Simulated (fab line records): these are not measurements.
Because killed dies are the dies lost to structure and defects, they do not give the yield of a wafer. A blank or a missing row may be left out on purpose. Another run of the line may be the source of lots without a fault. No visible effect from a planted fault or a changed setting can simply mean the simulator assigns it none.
fab line records	flow sky130
[record] lots = 24	wafers = 72	lastDay = 50
route steps=708 shown CAP2M@606 VIA4@640 METAL5@661 PASSIVATION@692
lots with no fault: from the same line, run without faults
startH: the number of hours between the record's first day and the start of the first shown wafer of the lot	waitH: how many hours have passed since the lot's step before this one	" unchanged from the row above	L1.1+2: a single row standing in for several wafers	- no value present, or no start provided	* or withheld: withheld	< > ~ a bound
route shown NAME@n: a module of which the file shows steps, and the number in the route of the first	usual: mean and standard deviation over wafers with no fault	same: alike in all rows	chamber/n: place in a boat	sites: readings site by site	_std_site: their standard deviation	_edge_site: outer sites' mean less inner sites'	radiusMm: how far each site lies from the wafer's centre	mask NAME#n: copy n	behind: tool/chamber where the wafer was last shaped	hold: why the lot went on hold/how many hours it stayed there/how the hold came to an end	device: transistor that didn't switch, given as n, p or np	end of line: the same wafers' tests at the end of the route	for a step that has no rows: nothing shown but its recipe	killed: dies lost to structure and defects at the first sort, not the wafer's yield	map: a wafer's dies, x killed, . not, _ none there
set.NAME: the run value of the setting; set.NAME@STEP: its run value at that earlier step	model.NAME: the simulator's own value behind a step, which no gauge read
steps of the route over a sample of lots; a table a step, a row a wafer
services: when a tool's chamber went out of use (startH, in hours from the record's first day, below 0 if earlier), for how many hours, and the reason
[[steps]]
[step SKY_CAP2M_RS_MEAS_03]
[recipe] thkMeasGauge = four-point-probe	reads = TiN_of_CAP2M_SPUTTER_02
[usual] CAP2M_TIN_RS = 6.93/0.068
lot.wafer	tool	chamber	startH	waitH	CAP2M_TIN_RS[ohm/sq]
L074.2	filmMetro-03	-	941.30	0.1	6.81
L074.3	"	-	"	"	6.92
L074.4	"	-	"	"	6.83
L075.2	filmMetro-01	-	943.10	0.1	6.92
L075.3	"	-	"	"	6.94
L075.4	"	-	"	"	6.87
L076.1	filmMetro-03	-	952.57	0.1	6.90
L076.4	"	-	"	"	6.93
L076.5	"	-	"	"	6.84
L077.1	filmMetro-02	-	967.43	0.1	7.01
L077.4	"	-	"	"	7.05
L077.6	"	-	"	"	7.05
L079.1	filmMetro-01	-	976.82	0.1	6.89
L079.2	"	-	"	"	6.90
L079.6	"	-	"	"	6.88
L078.1	filmMetro-02	-	977.08	0.1	6.89
L078.3	"	-	"	"	6.97
L078.6	"	-	"	"	6.99
L080.3	filmMetro-01	-	977.64	0.1	6.88
L080.5	"	-	"	"	6.79
L080.6	"	-	"	"	6.87
L081.2	filmMetro-02	-	1002.52	0.1	6.84
L081.5	"	-	"	"	6.91
L081.6	"	-	"	"	6.89
L083.1	filmMetro-01	-	1008.55	0.1	6.92
L083.2	"	-	"	"	6.94
L083.5	"	-	"	"	6.93
L082.1	filmMetro-03	-	1011.26	0.1	6.95
L082.2	"	-	"	"	6.98
L082.3	"	-	"	"	6.95
L084.1	filmMetro-03	-	1015.18	0.1	6.84
L084.2	"	-	"	"	6.84
L084.3	"	-	"	"	6.77
L085.1	filmMetro-01	-	1024.67	0.1	7.03
L085.3	"	-	"	"	7.03
L085.4	"	-	"	"	7.01
L086.1	filmMetro-03	-	1030.37	0.1	6.87
L086.3	"	-	"	"	6.79
L086.6	"	-	"	"	6.87
L088.1	filmMetro-01	-	1046.50	0.1	6.93
L088.3	"	-	"	"	6.95
L088.6	"	-	"	"	6.98
L087.2	filmMetro-01	-	1047.77	0.1	6.94
L087.4	"	-	"	"	7.04
L087.6	"	-	"	"	7.01
L090.4	filmMetro-01	-	1048.84	0.1	7.01
L090.5	"	-	"	"	7.03
L090.6	"	-	"	"	7.00
L089.1	filmMetro-03	-	1049.70	0.1	7.05
L089.3	"	-	"	"	6.96
L089.6	"	-	"	"	7.06
L091.3	filmMetro-01	-	1054.08	0.1	6.90
L091.4	"	-	"	"	6.91
L091.5	"	-	"	"	6.88
L092.1	filmMetro-03	-	1057.51	0.1	6.90
L092.4	"	-	"	"	6.92
L092.5	"	-	"	"	6.87
L093.3	filmMetro-03	-	1067.67	0.1	6.89
L093.4	"	-	"	"	6.95
L093.5	"	-	"	"	6.92
L094.3	filmMetro-03	-	1070.27	0.1	6.97
L094.4	"	-	"	"	7.05
L094.6	"	-	"	"	6.99
L095.1	filmMetro-01	-	1075.06	0.1	6.91
L095.5	"	-	"	"	6.91
L095.6	"	-	"	"	6.91
L096.2	filmMetro-01	-	1081.80	0.1	6.98
L096.3	"	-	"	"	7.03
L096.5	"	-	"	"	7.02
L097.1	filmMetro-01	-	1085.27	0.1	6.95
L097.5	"	-	"	"	7.01
L097.6	"	-	"	"	6.99
[step SKY_CAP2M_METAL_ETCH_13]
[recipe] targetDepthNm = 220	stopOn = SiO2	chemistry = Cl2/BCl3	target = TiN	pressureMtorr = 10	icpW = 900	biasW = 48.5	Cl2_flow_sccm = 60	bcl3FlowSccm = 30	timeS = 62.9
[usual] drypumpMotorCurrentA = 5.8/0.6	heBacksideLeakSccm = 3.3/0.32	oesProductAu = 0.939/0.0067	rfFwdPowerW = 892/3.6	throttleValvePct = 21.903/0.0099
lot.wafer	tool	chamber	startH	waitH	drypumpMotorCurrentA	heBacksideLeakSccm	oesProductAu	rfFwdPowerW	rfHoursCounterH	throttleValvePct
L074.2	rieMetal-03	0	965.03	0.0	6.4	3.4	0.954	895	4	21.886
L074.3	"	1	"	"	6.6	3.2	0.943	895	-	21.903
L074.4	"	0	"	"	6.4	3.2	0.945	895	-	21.907
L075.2	rieMetal-02	1	967.55	0.0	5.9	3.3	0.943	893	6	21.920
L075.3	"	0	"	"	5.0	3.4	0.939	894	-	21.906
L075.4	"	1	"	"	5.9	3.3	0.940	895	-	21.908
L076.1	rieMetal-02	0	976.30	0.0	5.0	6.1	0.952	890	8	21.895
L076.4	"	0	"	"	5.0	3.3	0.943	890	-	21.897
L076.5	"	0	"	"	5.0	3.1	0.950	890	-	21.900
L077.1	rieMetal-01	1	991.28	0.0	5.1	3.3	0.929	888	6	21.895
L077.4	"	0	"	"	6.0	3.4	0.925	891	-	21.906
L077.6	"	1	"	"	5.1	3.4	0.935	890	-	21.928
L079.1	rieMetal-03	1	999.65	0.0	6.6	3.0	0.943	897	15	21.904
L079.2	"	0	"	"	6.4	3.1	0.938	895	6	21.901
L079.6	"	1	"	"	6.6	2.9	0.940	896	-	21.906
L078.1	rieMetal-01	1	1000.55	0.0	5.0	3.4	0.947	897	7	21.889
L078.3	"	1	"	"	5.0	3.4	0.933	893	-	21.916
L078.6	"	0	"	"	6.0	3.3	0.934	889	-	21.924
L080.3	rieMetal-02	1	1001.23	0.0	6.0	3.3	0.956	897	-	21.888
L080.5	"	0	"	"	5.0	3.1	0.944	892	-	21.887
L080.6	"	1	"	"	5.9	3.4	0.943	901	-	21.910
L081.2	rieMetal-01	0	1025.45	0.0	6.0	3.4	0.945	888	10	21.901
L081.5	"	0	"	"	6.0	3.4	0.943	887	-	21.900
L081.6	"	1	"	"	5.1	3.3	0.942	893	-	21.897
L083.1	rieMetal-02	1	1031.28	0.0	5.9	3.3	0.939	894	10	21.909
L083.2	"	0	"	"	5.0	2.9	0.933	892	12	21.911
L083.5	"	1	"	"	5.9	3.3	0.939	891	-	21.905
L082.1	rieMetal-02	0	1033.40	0.0	5.0	3.2	0.938	891	12	21.902
L082.2	"	1	"	"	5.9	3.5	0.937	893	10	21.898
L082.3	"	0	"	"	5.0	3.3	0.943	889	-	21.910
L084.1	rieMetal-02	0	1037.08	0.0	5.0	3.3	0.942	889	12	21.882
L084.2	"	1	"	"	5.9	3.2	0.939	895	10	21.892
L084.3	"	0	"	"	5.0	3.0	0.958	888	-	21.892
L085.1	rieMetal-01	1	1047.25	0.0	5.0	3.4	0.942	895	9	21.897
L085.3	"	1	"	"	5.0	3.4	0.929	895	-	21.892
L085.4	"	0	"	"	6.0	3.4	0.927	889	-	21.904
L086.1	rieMetal-01	0	1052.40	0.0	6.0	3.5	0.953	888	11	21.882
L086.3	"	1	"	"	5.1	3.2	0.942	891	-	21.886
L086.6	"	1	"	"	5.0	3.4	0.937	891	-	21.897
L088.1	rieMetal-03	0	1068.40	0.0	6.4	3.2	0.936	898	9	21.915
L088.3	"	0	"	"	6.4	3.3	0.931	897	-	21.907
L088.6	"	1	"	"	6.6	3.4	0.931	891	-	21.895
L087.2	rieMetal-01	1	1069.38	0.0	5.0	3.4	0.934	893	10	21.910
L087.4	"	1	"	"	5.0	3.5	0.940	890	-	21.922
L087.6	"	0	"	"	6.0	3.4	0.930	885	-	21.917
L090.4	rieMetal-03	1	1070.23	0.0	6.6	3.3	0.936	898	-	21.909
L090.5	"	0	"	"	6.3	3.3	0.933	896	-	21.903
L090.6	"	1	"	"	6.6	3.0	0.941	897	-	21.892
L089.1	rieMetal-02	1	1071.10	0.0	5.9	3.3	0.933	895	12	21.896
L089.3	"	0	"	"	5.0	3.5	0.936	890	-	21.892
L089.6	"	0	"	"	5.0	3.3	0.930	890	-	21.904
L091.3	rieMetal-01	1	1075.55	0.0	5.1	3.4	0.937	890	-	21.901
L091.4	"	0	"	"	6.0	3.4	0.941	890	-	21.896
L091.5	"	0	"	"	6.0	3.4	0.943	890	-	21.907
L092.1	rieMetal-01	1	1079.25	0.0	5.0	3.4	0.940	893	11	21.898
L092.4	"	0	"	"	6.0	3.3	0.935	886	-	21.912
L092.5	"	0	"	"	6.0	3.3	0.943	886	-	21.909
L093.3	rieMetal-01	1	1088.50	0.0	5.1	3.4	0.942	893	-	21.890
L093.4	"	0	"	"	6.0	3.5	0.942	887	-	21.911
L093.5	"	0	"	"	6.0	3.2	0.938	886	-	21.912
L094.3	rieMetal-01	1	1091.08	0.0	5.0	3.3	0.943	894	-	21.913
L094.4	"	0	"	"	6.0	3.4	0.932	889	-	21.897
L094.6	"	1	"	"	5.0	3.5	0.928	894	-	21.903
L095.1	rieMetal-03	0	1095.60	0.0	6.3	3.0	0.942	897	12	21.894
L095.5	"	1	"	"	6.6	3.3	0.942	893	-	21.903
L095.6	"	0	"	"	6.4	3.4	0.946	896	-	21.922
L096.2	rieMetal-03	1	1102.15	0.0	6.6	3.3	0.937	891	23	21.893
L096.3	"	0	"	"	6.4	3.2	0.929	895	-	21.897
L096.5	"	0	"	"	6.4	3.2	0.939	892	-	21.907
L097.1	rieMetal-01	0	1105.35	0.0	6.0	3.4	0.929	890	15	21.903
L097.5	"	1	"	"	5.0	3.5	0.931	890	-	21.898
L097.6	"	0	"	"	6.0	3.4	0.935	883	-	21.908
[step SKY_VIA4_THK_MEAS_01]
[recipe] reads = SiO2_of_VIA4_HDPCVD_00
[usual] VIA4_HDPCVD_THK = 1742/16
lot.wafer	tool	chamber	startH	waitH	VIA4_HDPCVD_THK[nm]
L074.2	filmMetro-01	-	991.12	0.1	1729
L074.3	"	-	"	"	1753
L074.4	"	-	"	"	1753
L075.2	filmMetro-03	-	993.25	0.1	1752
L075.3	"	-	"	"	1745
L075.4	"	-	"	"	1739
L076.1	filmMetro-01	-	1001.17	0.1	1746
L076.4	"	-	"	"	1735
L076.5	"	-	"	"	1742
L077.1	filmMetro-04	-	1016.40	0.1	1766
L077.4	"	-	"	"	1729
L077.6	"	-	"	"	1736
L079.1	filmMetro-01	-	1024.27	0.1	1747
L079.2	"	-	"	"	1747
L079.6	"	-	"	"	1739
L078.1	filmMetro-01	-	1025.22	0.1	1773
L078.3	"	-	"	"	1783
L078.6	"	-	"	"	1774
L080.3	filmMetro-04	-	1026.11	0.1	1747
L080.5	"	-	"	"	1735
L080.6	"	-	"	"	1731
L081.2	filmMetro-01	-	1050.41	0.1	1759
L081.5	"	-	"	"	1739
L081.6	"	-	"	"	1756
L083.1	filmMetro-01	-	1055.72	0.1	1740
L083.2	"	-	"	"	1748
L083.5	"	-	"	"	1745
L082.1	filmMetro-01	-	1057.99	0.1	1761
L082.2	"	-	"	"	1765
L082.3	"	-	"	"	1762
L084.1	filmMetro-01	-	1060.59	0.1	1735
L084.2	"	-	"	"	1718
L084.3	"	-	"	"	1718
L085.1	filmMetro-01	-	1071.00	0.1	1744
L085.3	"	-	"	"	1721
L085.4	"	-	"	"	1730
L086.1	filmMetro-04	-	1075.76	0.1	1736
L086.3	"	-	"	"	1757
L086.6	"	-	"	"	1751
L088.1	filmMetro-04	-	1091.58	0.1	1752
L088.3	"	-	"	"	1738
L088.6	"	-	"	"	1757
L087.2	filmMetro-04	-	1092.51	0.1	1753
L087.4	"	-	"	"	1727
L087.6	"	-	"	"	1725
L090.4	filmMetro-04	-	1093.06	0.1	1749
L090.5	"	-	"	"	1734
L090.6	"	-	"	"	1744
L089.1	filmMetro-01	-	1094.05	0.1	1737
L089.3	"	-	"	"	1734
L089.6	"	-	"	"	1728
L091.3	filmMetro-01	-	1098.54	0.1	1759
L091.4	"	-	"	"	1762
L091.5	"	-	"	"	1751
L092.1	filmMetro-01	-	1102.29	0.1	1739
L092.4	"	-	"	"	1724
L092.5	"	-	"	"	1751
L093.3	filmMetro-04	-	1111.21	0.1	1719
L093.4	"	-	"	"	1736
L093.5	"	-	"	"	1741
L094.3	filmMetro-03	-	1114.14	0.1	1773
L094.4	"	-	"	"	1747
L094.6	"	-	"	"	1774
L095.1	filmMetro-01	-	1118.31	0.1	1733
L095.5	"	-	"	"	1717
L095.6	"	-	"	"	1737
L096.2	filmMetro-03	-	1124.80	0.1	1712
L096.3	"	-	"	"	1732
L096.5	"	-	"	"	1736
L097.1	filmMetro-04	-	1127.10	0.1	1731
L097.5	"	-	"	"	1738
L097.6	"	-	"	"	1726
[step SKY_METAL5_SPUTTER_00]
[recipe] material = Ti	targetThkNm = 15	powerW = 3000	timeS = 10	chamberPressurePa = 0.4
[usual] throttleValvePct = 29.8/1.1
lot.wafer	tool	chamber	startH	waitH	throttleValvePct
L074.2	pvdSputter-01	-	1016.11	0.2	31.5
L074.3	"	-	"	"	29.2
L074.4	"	-	"	"	28.1
L075.2	pvdSputter-01	-	1018.70	0.1	28.9
L075.3	"	-	"	"	31.1
L075.4	"	-	"	"	28.2
L076.1	pvdSputter-01	-	1026.02	0.1	28.5
L076.4	"	-	"	"	28.7
L076.5	"	-	"	"	29.3
L077.1	pvdSputter-04	-	1040.65	0.1	29.6
L077.4	"	-	"	"	29.8
L077.6	"	-	"	"	29.3
L079.1	pvdSputter-03	-	1048.89	0.1	29.0
L079.2	"	-	"	"	28.7
L079.6	"	-	"	"	28.8
L078.1	pvdSputter-03	-	1049.54	0.1	29.8
L078.3	"	-	"	"	29.2
L078.6	"	-	"	"	28.9
L080.3	pvdSputter-01	-	1050.22	0.1	31.3
L080.5	"	-	"	"	28.4
L080.6	"	-	"	"	31.5
L081.2	pvdSputter-04	-	1073.87	0.1	29.8
L081.5	"	-	"	"	29.3
L081.6	"	-	"	"	32.3
L083.1	pvdSputter-04	-	1079.15	0.2	32.6
L083.2	"	-	"	"	29.2
L083.5	"	-	"	"	32.2
L082.1	pvdSputter-04	-	1080.79	0.1	29.6
L082.2	"	-	"	"	29.6
L082.3	"	-	"	"	29.3
L084.1	pvdSputter-01	-	1083.30	0.2	28.5
L084.2	"	-	"	"	29.8
L084.3	"	-	"	"	29.1
L085.1	pvdSputter-03	-	1092.94	0.1	28.7
L085.3	"	-	"	"	30.7
L085.4	"	-	"	"	29.2
L086.1	pvdSputter-04	-	1097.89	0.2	29.6
L086.3	"	-	"	"	32.4
L086.6	"	-	"	"	29.4
L088.1	pvdSputter-01	-	1113.79	0.1	28.2
L088.3	"	-	"	"	28.8
L088.6	"	-	"	"	29.1
L087.2	pvdSputter-03	-	1114.93	0.1	29.4
L087.4	"	-	"	"	29.1
L087.6	"	-	"	"	30.5
L090.4	pvdSputter-01	-	1115.56	0.1	28.4
L090.5	"	-	"	"	29.0
L090.6	"	-	"	"	28.4
L089.1	pvdSputter-03	-	1116.38	0.2	29.0
L089.3	"	-	"	"	29.8
L089.6	"	-	"	"	29.6
L091.3	pvdSputter-04	-	1120.50	0.2	29.7
L091.4	"	-	"	"	32.6
L091.5	"	-	"	"	29.8
L092.1	pvdSputter-01	-	1124.50	0.2	28.3
L092.4	"	-	"	"	29.2
L092.5	"	-	"	"	28.0
L093.3	pvdSputter-04	-	1132.27	0.2	32.2
L093.4	"	-	"	"	29.5
L093.5	"	-	"	"	29.6
L094.3	pvdSputter-04	-	1134.96	0.2	29.7
L094.4	"	-	"	"	32.4
L094.6	"	-	"	"	29.3
L095.1	pvdSputter-03	-	1139.22	0.1	28.9
L095.5	"	-	"	"	29.8
L095.6	"	-	"	"	30.8
L096.2	pvdSputter-03	-	1145.74	0.1	30.8
L096.3	"	-	"	"	29.3
L096.5	"	-	"	"	29.1
L097.1	pvdSputter-01	-	1148.18	0.2	29.0
L097.5	"	-	"	"	29.7
L097.6	"	-	"	"	29.1
[step SKY_METAL5_SPUTTER_04]
[recipe] material = TiN	targetThkNm = 70	powerW = 6500	timeS = 58.3	chamberPressurePa = 0.4
[usual] throttleValvePct = 29.8/1.2
lot.wafer	tool	chamber	startH	waitH	throttleValvePct
L074.2	pvdSputter-01	-	1016.23	0.0	31.3
L074.3	"	-	"	"	29.1
L074.4	"	-	"	"	27.9
L075.2	pvdSputter-01	-	1018.82	0.0	29.2
L075.3	"	-	"	"	31.0
L075.4	"	-	"	"	28.4
L076.1	pvdSputter-01	-	1026.13	0.0	28.5
L076.4	"	-	"	"	29.1
L076.5	"	-	"	"	29.2
L077.1	pvdSputter-04	-	1040.78	0.0	29.4
L077.4	"	-	"	"	29.6
L077.6	"	-	"	"	29.4
L079.1	pvdSputter-03	-	1049.01	0.0	29.6
L079.2	"	-	"	"	28.4
L079.6	"	-	"	"	28.9
L078.1	pvdSputter-03	-	1049.66	0.0	29.5
L078.3	"	-	"	"	28.9
L078.6	"	-	"	"	29.0
L080.3	pvdSputter-01	-	1050.34	0.0	31.5
L080.5	"	-	"	"	28.3
L080.6	"	-	"	"	31.4
L081.2	pvdSputter-04	-	1073.99	0.0	29.7
L081.5	"	-	"	"	29.6
L081.6	"	-	"	"	32.3
L083.1	pvdSputter-04	-	1079.27	0.0	32.2
L083.2	"	-	"	"	29.2
L083.5	"	-	"	"	32.3
L082.1	pvdSputter-04	-	1080.90	0.0	29.8
L082.2	"	-	"	"	29.1
L082.3	"	-	"	"	29.4
L084.1	pvdSputter-01	-	1083.42	0.0	28.3
L084.2	"	-	"	"	29.7
L084.3	"	-	"	"	29.0
L085.1	pvdSputter-03	-	1093.06	0.0	29.0
L085.3	"	-	"	"	30.8
L085.4	"	-	"	"	29.0
L086.1	pvdSputter-04	-	1098.00	0.0	29.5
L086.3	"	-	"	"	32.6
L086.6	"	-	"	"	29.3
L088.1	pvdSputter-01	-	1113.90	0.0	28.5
L088.3	"	-	"	"	29.0
L088.6	"	-	"	"	29.2
L087.2	pvdSputter-03	-	1115.05	0.0	29.6
L087.4	"	-	"	"	29.2
L087.6	"	-	"	"	30.6
L090.4	pvdSputter-01	-	1115.68	0.0	28.4
L090.5	"	-	"	"	29.0
L090.6	"	-	"	"	28.3
L089.1	pvdSputter-03	-	1116.51	0.0	28.9
L089.3	"	-	"	"	29.8
L089.6	"	-	"	"	29.8
L091.3	pvdSputter-04	-	1120.62	0.0	29.7
L091.4	"	-	"	"	32.7
L091.5	"	-	"	"	29.6
L092.1	pvdSputter-01	-	1124.61	0.0	28.4
L092.4	"	-	"	"	29.0
L092.5	"	-	"	"	28.3
L093.3	pvdSputter-04	-	1132.38	0.0	32.4
L093.4	"	-	"	"	29.7
L093.5	"	-	"	"	29.5
L094.3	pvdSputter-04	-	1135.08	0.0	29.4
L094.4	"	-	"	"	32.5
L094.6	"	-	"	"	29.3
L095.1	pvdSputter-03	-	1139.34	0.0	28.7
L095.5	"	-	"	"	29.7
L095.6	"	-	"	"	30.8
L096.2	pvdSputter-03	-	1145.86	0.0	30.8
L096.3	"	-	"	"	29.3
L096.5	"	-	"	"	29.0
L097.1	pvdSputter-01	-	1148.29	0.0	29.2
L097.5	"	-	"	"	29.5
L097.6	"	-	"	"	28.9
[step SKY_PASSIVATION_ETCH_11]
[recipe] chemistry = CF4/O2	targetDepthNm = 725	stopOn = AlCu	sourceW = 800	biasW = 150	pressureMtorr = 150	cf4FlowSccm = 80	O2_flow_sccm = 10	timeS = 161.1
[usual] drypumpMotorCurrentA = 5.5/0.39	oesProductAu = 0.976/0.0067	rfFwdPowerW = 796.8/2.5	throttleValvePct = 5.964/0.0088
lot.wafer	tool	chamber	startH	waitH	drypumpMotorCurrentA	oesProductAu	rfFwdPowerW	rfHoursCounterH	throttleValvePct
L074.2	rieDiel-04	3	1061.74	-	5.0	0.975	797.7	12	5.959
L074.3	"	0	"	"	5.3	0.973	797.6	8	5.962
L074.4	"	2	"	"	5.4	0.979	794.5	9	5.973
L075.2	rieDiel-04	2	1063.72	-	5.5	0.982	794.0	9	5.975
L075.3	"	3	"	"	5.0	0.974	796.3	12	5.964
L075.4	"	1	"	"	5.6	0.986	797.0	9	5.959
L076.1	rieDiel-04	2	1072.07	-	5.5	0.977	799.7	9	5.960
L076.4	"	3	"	"	5.0	0.981	797.0	12	5.968
L076.5	"	3	"	"	5.0	0.985	795.1	-	5.956
L077.1	rieDiel-04	2	1083.67	-	5.5	0.972	798.3	10	5.950
L077.4	"	0	"	"	5.3	0.979	798.1	9	5.968
L077.6	"	0	"	"	5.3	0.982	797.5	-	5.959
L079.1	rieDiel-03	0	1093.32	-	6.0	0.975	793.7	16	5.961
L079.2	"	3	"	"	6.0	0.970	795.5	5	5.972
L079.6	"	3	"	"	6.0	0.980	793.1	-	5.968
L078.1	rieDiel-02	0	1093.74	-	5.8	0.967	800.4	24	5.957
L078.3	"	3	"	"	6.2	0.973	796.6	14	5.953
L078.6	"	0	"	"	5.8	0.973	801.9	-	5.984
L080.3	rieDiel-04	0	1094.09	-	5.4	0.966	793.9	9	5.959
L080.5	"	0	"	"	5.3	0.979	795.5	-	5.965
L080.6	"	1	"	"	5.6	0.979	801.7	-	5.940
L081.2	rieDiel-04	1	1116.32	-	5.6	0.962	797.9	11	5.961
L081.5	"	0	"	"	5.4	0.978	794.2	-	5.967
L081.6	"	3	"	"	5.0	0.978	797.0	-	5.979
L083.1	rieDiel-02	3	1121.47	-	6.1	0.965	791.8	15	5.961
L083.2	"	2	"	"	5.8	0.967	798.3	17	5.955
L083.5	"	1	"	"	5.4	0.971	799.0	-	5.969
L082.1	rieDiel-04	3	1122.72	-	5.0	0.971	795.4	13	5.942
L082.2	"	2	"	"	5.5	0.969	795.2	11	5.964
L082.3	"	0	"	"	5.3	0.976	798.3	10	5.963
L084.1	rieDiel-03	1	1124.47	-	4.8	0.966	799.7	29	5.962
L084.2	"	0	"	"	6.0	0.981	792.7	18	5.953
L084.3	"	3	"	"	6.0	0.982	796.3	7	5.954
L085.1	rieDiel-04	2	1133.92	-	5.5	0.964	794.7	11	5.976
L085.3	"	1	"	"	5.7	0.980	800.0	12	5.967
L085.4	"	0	"	"	5.4	0.981	797.6	11	5.969
L086.1	rieDiel-04	0	1138.47	-	5.3	0.961	801.3	11	5.966
L086.3	"	1	"	"	5.7	0.964	796.1	12	5.949
L086.6	"	2	"	"	5.5	0.985	796.0	-	5.955
L088.1	rieDiel-04	1	1153.77	-	5.7	0.962	796.6	12	5.950
L088.3	"	3	"	"	5.0	0.972	794.9	15	5.964
L088.6	"	1	"	"	5.7	0.987	795.0	-	5.971
L087.2	rieDiel-04	2	1154.12	-	5.4	0.977	800.5	12	5.954
L087.4	"	3	"	"	5.0	0.984	794.5	15	5.981
L087.6	"	2	"	"	5.5	0.970	800.6	-	5.954
L090.4	rieDiel-03	0	1154.99	-	6.0	0.981	800.4	19	5.960
L090.5	"	3	"	"	5.9	0.968	795.7	-	5.951
L090.6	"	2	"	"	6.4	0.979	795.9	-	5.965
L089.1	rieDiel-04	2	1155.57	-	5.5	0.985	800.5	12	5.962
L089.3	"	1	"	"	5.7	0.986	800.0	13	5.973
L089.6	"	2	"	"	5.5	0.980	799.5	-	5.966
L091.3	rieDiel-03	0	1159.89	-	6.0	0.968	795.4	19	5.963
L091.4	"	1	"	"	4.8	0.978	801.9	30	5.945
L091.5	"	1	"	"	4.8	0.973	797.1	-	5.965
L092.1	rieDiel-02	2	1164.84	-	5.9	0.969	795.1	18	5.963
L092.4	"	1	"	"	5.5	0.993	797.2	5	5.969
L092.5	"	1	"	"	5.5	0.969	798.8	-	5.968
L093.3	rieDiel-04	3	1169.94	-	5.0	0.967	795.7	15	5.966
L093.4	"	1	"	"	5.7	0.975	792.8	13	5.974
L093.5	"	1	"	"	5.7	0.981	793.8	-	5.968
L094.3	rieDiel-04	0	1172.02	-	5.4	0.969	792.2	12	5.961
L094.4	"	2	"	"	5.4	0.989	796.9	13	5.963
L094.6	"	3	"	"	5.0	0.983	796.0	-	5.955
L095.1	rieDiel-04	3	1176.87	-	5.0	0.982	797.3	16	5.977
L095.5	"	2	"	"	5.5	0.984	794.8	-	5.975
L095.6	"	3	"	"	5.0	0.981	799.0	-	5.973
L096.2	rieDiel-04	1	1182.82	-	5.6	0.971	796.2	14	5.952
L096.3	"	0	"	"	5.4	0.969	801.9	13	5.950
L096.5	"	3	"	"	5.0	0.985	795.7	-	5.978
L097.1	rieDiel-03	1	1183.94	-	4.8	0.973	801.2	31	5.957
L097.5	"	2	"	"	6.3	0.969	793.4	-	5.967
L097.6	"	1	"	"	4.8	0.983	799.0	-	5.970
[[services]]
tool	chamber	startH	hours	kind
pvdSputter-04	-	956.48	3.4	repair
rieMetal-01	-	956.49	0.6	repair
rieDiel-04	-	980.70	9.6	repair
rieDiel-04	1	982.67	11.7	repair
rieDiel-03	3	990.42	9.5	repair
rieMetal-03	0	995.36	2.0	repair
rieDiel-04	3	997.10	5.6	repair
pvdSputter-01	-	1000.82	4.7	repair
rieDiel-03	3	1009.25	9.9	repair
rieDiel-03	1	1017.77	1.4	repair
rieDiel-04	3	1030.97	15.0	repair
pvdSputter-03	-	1039.81	9.0	repair
rieMetal-03	0	1042.10	13.6	repair
rieDiel-04	-	1058.51	0.6	repair
pvdSputter-03	-	1065.12	14.2	repair
rieDiel-04	1	1065.59	4.5	repair
rieMetal-01	0	1091.49	2.2	repair
rieMetal-02	-	1093.00	2.8	pm
pvdSputter-01	-	1094.32	7.4	repair
rieDiel-04	3	1099.30	3.9	repair
rieMetal-02	-	1101.26	2.1	repair
rieMetal-01	-	1122.29	2.8	pm
rieDiel-04	1	1141.36	6.6	repair
rieDiel-04	0	1157.01	3.5	repair
[[key]]
fault none
